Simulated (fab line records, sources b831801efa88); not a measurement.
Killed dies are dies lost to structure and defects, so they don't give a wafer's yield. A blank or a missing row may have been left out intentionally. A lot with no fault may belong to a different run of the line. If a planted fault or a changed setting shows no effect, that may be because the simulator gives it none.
Comparing a struck lot with a sound one | flow sky130 | 15 steps out of a route of 708
Sound: wafers L380.1, L380.3, L380.4. Struck: wafer L391.3; the same lot's L391.1 was not struck, so it is left out; see the end for the cause.
Each step with rows lists, per side, the tool, then ch with its chambers, then its first start. Under that, the readings that differ: sound wafers | struck wafers | difference of the means | sigmas: that difference in standard deviations of wafers without a fault.
alike: same words and numbers on both sides, and readings whose means sit less than 2 such deviations apart. not compared: any withheld reading, any reading some wafer has no value for, any bound like >300 that may hide the same value, and any number with overlapping values for which the record gives no deviation.
Wherever a step has rows on one side only, a row that says differs or no value, or a row with sigmas, the two part there. When numbers do not overlap yet have no deviation, they are printed without sigmas and do not part them. A reading that every wafer of one side lacks parts them only if that side has two wafers or more.

first, 2 steps without rows for these wafers: SKY_LOCAL_INTERCONNECT_CLEAN_17 (cleans in IPA, time 180 s); SKY_LOCAL_INTERCONNECT_CLEAN_18 (cleans in O3/DIW).
SKY_CONTACT_CVD_00: deposits Si3N4, target thk 75 nm.
  sound on pecvd-03 ch 1,2, day 31 12:04; struck on pecvd-02 ch 2, day 35 02:46
  alike: heater power w
SKY_CONTACT_THK_MEAS_01:
  struck on film metro-01, day 35 02:48; sound on film metro-01, day 31 12:07
  alike: CONTACT_CVD_00_THK
then, 1 step without rows for these wafers: SKY_CONTACT_HDPCVD_02 (deposits SiO2, target thk 565 nm, time 94.2 s).
SKY_CONTACT_THK_MEAS_03:
  struck on film metro-03, day 35 02:56; sound on film metro-03, day 31 12:14
  alike: CONTACT_HDPCVD_THK
SKY_CONTACT_CMP_04: polishes SiO2.
  sound on cmp-02 ch 0,1,2, day 31 12:20; struck on cmp-02 ch 2, day 35 03:02
  alike: motor current A, time to endpoint s
SKY_CONTACT_BOW_MEAS_05:
  struck on film metro-01, day 35 03:17; sound on film metro-01, day 31 12:35
  alike: CONTACT_BOW
then, 4 steps without rows for these wafers: SKY_CONTACT_DEHYDRATE_06 (time 60 s); SKY_CONTACT_HMDS_07 (prime time 60 s); SKY_CONTACT_COAT_08 (resist thk 60 nm); SKY_CONTACT_COAT_09 (resist thk 450 nm).
SKY_CONTACT_SOFTBAKE_10: time 90 s.
  sound on litho track-02 ch 0, day 32 01:00; struck on litho track-04 ch 0, day 35 16:00
  reading                  | sound                | struck | difference | sigmas
  heater power total W (W) | 57.52 57.48 57.31    | 71.21  | +13.77     | +99 or more
  run length s (s)         | 119.00 119.03 119.15 | 76.27  | -42.79     | -99 or more
  alike: chill plate temp C
  not compared: plate temp C
then, 2 steps without rows for these wafers: SKY_CONTACT_EXPOSE_11 (exposes mask CTM1, target cd 170 nm); SKY_PAD_OPEN_PROBE_99.

== WHERE THEY PART ==
Only at SKY_CONTACT_SOFTBAKE_10, as far as this record shows.

WHY: whatever the simulator had introduced
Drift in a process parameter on litho track-04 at SKY_CONTACT_SOFTBAKE_10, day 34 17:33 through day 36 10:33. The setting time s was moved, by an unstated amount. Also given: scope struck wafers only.
